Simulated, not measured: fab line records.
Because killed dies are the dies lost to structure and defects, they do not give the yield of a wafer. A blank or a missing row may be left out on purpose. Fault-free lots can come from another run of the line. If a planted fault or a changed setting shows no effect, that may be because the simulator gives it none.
A single fault, viewed from 2 desks || flow gf180mcu || each desk holds nothing but its own numbers, with what lay behind them at the end

== FROM THE METROLOGY DESK ==
What the gauges read for every lot (on any tool): the sampled wafers with a number, averaged. Marked OUT: a lot whose mean sits more than 4 standard deviations from the usual mean, which makes it out of limits; the brackets give that distance.
Columns: A = cd-nm at GF_V4_CD_MEAS_14, usual 259.5 nm; B = MIM_ALCU_RS at GF_MIM_RS_MEAS_10, usual 0.1606 ohm/sq; C = MIM_ALCU_THK at GF_MIM_THK_MEAS_11, usual 199.1 nm
{"lot": "L263", "first seen here": "day 24 11:04", "A": 259.4, "B": 0.1597, "C": 201.1}
{"lot": "L264", "first seen here": "day 24 20:08", "A": 259.8, "B": 0.1606, "C": 199.4}
{"lot": "L268", "first seen here": "day 26 06:59", "A": 259.1, "B": 0.1614, "C": 197.8}
{"lot": "L269", "first seen here": "day 26 15:17", "A": 257.9, "B": 0.1616, "C": 197.1}
{"lot": "L270", "first seen here": "day 26 23:53", "A": 259.6, "B": 0.1605, "C": 199.7}
{"lot": "L271", "first seen here": "day 27 07:44", "A": 258.0, "B": 0.1594, "C": 200.6}
{"lot": "L281", "first seen here": "day 29 23:47", "A": 260.3, "B": 0.1615, "C": 198.8}
{"lot": "L283", "first seen here": "day 30 13:19", "A": 258.6, "B": 0.1593, "C": 200.9}
{"lot": "L284", "first seen here": "day 30 20:25", "A": 260.8, "B": 0.1587, "C": 202.1}
{"lot": "L286", "first seen here": "day 31 08:47", "A": 258.5, "B": 0.1605, "C": 199.0}
This desk's finding: nothing out of limits on any of the 10 lots.

== THE TOOL OWNER'S DESK: pvd-sputter-03 ==
The tool's own readings at GF_MIM_SPUTTER_08 (material AlCu, target thk 200 nm, time 10.6 s): means of the sampled wafers that have a number, for each lot that ran on this tool. Marked OUT: a lot whose mean sits more than 4 standard deviations from the usual mean, which makes it out of limits; the brackets give that distance.
Columns: A = throttle-valve-pct at GF_MIM_SPUTTER_08, usual 30.2 %
{"lot": "L269", "first seen here": "day 26 17:07", "A": 29.0}
{"lot": "L270", "first seen here": "day 27 01:44", "A": 31.0}
{"lot": "L283", "first seen here": "day 30 15:13", "A": 31.1}
{"lot": "L284", "first seen here": "day 30 22:17", "A": 30.2}
This desk's finding: nothing out of limits on any of the 4 lots.

== BROUGHT TOGETHER ==
From the metrology desk's view, nothing was out of limits.
Nothing out of limits was seen by the tool owner's desk.

== WHAT THE SIMULATOR PUT IN ==
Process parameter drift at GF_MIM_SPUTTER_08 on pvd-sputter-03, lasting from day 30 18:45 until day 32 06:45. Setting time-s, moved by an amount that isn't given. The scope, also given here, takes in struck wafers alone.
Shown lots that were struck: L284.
